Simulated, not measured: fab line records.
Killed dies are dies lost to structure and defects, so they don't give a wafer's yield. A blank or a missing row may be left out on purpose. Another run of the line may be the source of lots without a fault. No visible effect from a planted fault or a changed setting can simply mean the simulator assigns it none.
Matching of chambers / flow gf180mcu / 4 sister chambers for GF_V5_CMP_26 on cmp-01
The step polishes, stops on SiO2, t overpolish 15 s, target thk 0 nm. 14 wafers are shown with their chamber, then 7 later ones without.

## WAFERS, EACH WITH ITS CHAMBER
wafer=L679.1; chamber=2; motor-current-A (A)=13.0; time-to-endpoint-s (s)=86; edge-zone-pressure-frac=0.992
wafer=L679.4; chamber=1; motor-current-A (A)=12.6; time-to-endpoint-s (s)=84; edge-zone-pressure-frac=0.999
wafer=L679.6; chamber=1; motor-current-A (A)=12.7; time-to-endpoint-s (s)=84; edge-zone-pressure-frac=0.995
wafer=L687.1; chamber=3; motor-current-A (A)=12.0; time-to-endpoint-s (s)=87; edge-zone-pressure-frac=1.001
wafer=L687.2; chamber=0; motor-current-A (A)=10.1; time-to-endpoint-s (s)=88; edge-zone-pressure-frac=1.000
wafer=L687.6; chamber=3; motor-current-A (A)=11.8; time-to-endpoint-s (s)=87; edge-zone-pressure-frac=0.999
wafer=L692.1; chamber=0; motor-current-A (A)=9.5; time-to-endpoint-s (s)=93; edge-zone-pressure-frac=1.003
wafer=L692.2; chamber=3; motor-current-A (A)=12.1; time-to-endpoint-s (s)=84; edge-zone-pressure-frac=0.995
wafer=L692.4; chamber=1; motor-current-A (A)=13.0; time-to-endpoint-s (s)=79; edge-zone-pressure-frac=1.002
wafer=L696.1; chamber=0; motor-current-A (A)=10.3; time-to-endpoint-s (s)=96; edge-zone-pressure-frac=0.997
wafer=L696.2; chamber=2; motor-current-A (A)=12.6; time-to-endpoint-s (s)=84; edge-zone-pressure-frac=1.002
wafer=L696.5; chamber=2; motor-current-A (A)=12.6; time-to-endpoint-s (s)=85; edge-zone-pressure-frac=0.997
wafer=L697.1; chamber=0; motor-current-A (A)=10.2; time-to-endpoint-s (s)=90; edge-zone-pressure-frac=1.002
wafer=L697.3; chamber=1; motor-current-A (A)=12.5; time-to-endpoint-s (s)=80; edge-zone-pressure-frac=1.002

SIGNATURES (averages over the wafers above)
reading=motor-current-A; chamber 0=10.025; chamber 1=12.700; chamber 2=12.733; chamber 3=11.967; scatter within a chamber=0.261
reading=time-to-endpoint-s; chamber 0=91.75; chamber 1=81.75; chamber 2=85.00; chamber 3=86.00; scatter within a chamber=2.56
reading=edge-zone-pressure-frac; chamber 0=1.00050; chamber 1=0.99950; chamber 2=0.99700; chamber 3=0.99833; scatter within a chamber=0.0035
Rule: for a wafer and a chamber, the distance is found by dividing, reading by reading, the gap between the wafer's reading and the chamber's mean by the reading's scatter, squaring, summing and taking the root. The wafer belongs to the nearest chamber; if the next one is less than 2 further off, it can't be placed. The scatter: take each reading less its chamber's mean, square it, sum over the shown wafers, divide by the number of wafers less the number of chambers, and take the root.

## WAFERS MISSING THEIR CHAMBER
wafer=L697.4; motor-current-A (A)=12.6; time-to-endpoint-s (s)=90; edge-zone-pressure-frac=1.001
wafer=L699.1; motor-current-A (A)=13.1; time-to-endpoint-s (s)=80; edge-zone-pressure-frac=1.004
wafer=L699.3; motor-current-A (A)=10.2; time-to-endpoint-s (s)=89; edge-zone-pressure-frac=1.001
wafer=L699.6; motor-current-A (A)=10.3; time-to-endpoint-s (s)=92; edge-zone-pressure-frac=1.005
wafer=L700.2; motor-current-A (A)=12.5; time-to-endpoint-s (s)=80; edge-zone-pressure-frac=1.006
wafer=L700.3; motor-current-A (A)=11.6; time-to-endpoint-s (s)=83; edge-zone-pressure-frac=1.000
wafer=L700.5; motor-current-A (A)=11.9; time-to-endpoint-s (s)=78; edge-zone-pressure-frac=1.001

## EACH ONE'S CHAMBER
wafer=L697.4; from the rows above=can't be placed: 2 or 3 or 1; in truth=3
wafer=L699.1; from the rows above=can't be placed: 1 or 2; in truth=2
wafer=L699.3; from the rows above=0; in truth=0
wafer=L699.6; from the rows above=0; in truth=0
wafer=L700.2; from the rows above=can't be placed: 1 or 2 or 3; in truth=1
wafer=L700.3; from the rows above=3; in truth=3
wafer=L700.5; from the rows above=can't be placed: 3 or 1 or 2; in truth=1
Correct placement for 3 of the 7. From these rows, 4 cannot be placed; in 4 the true chamber is one of the candidates. 0 placed wrongly.
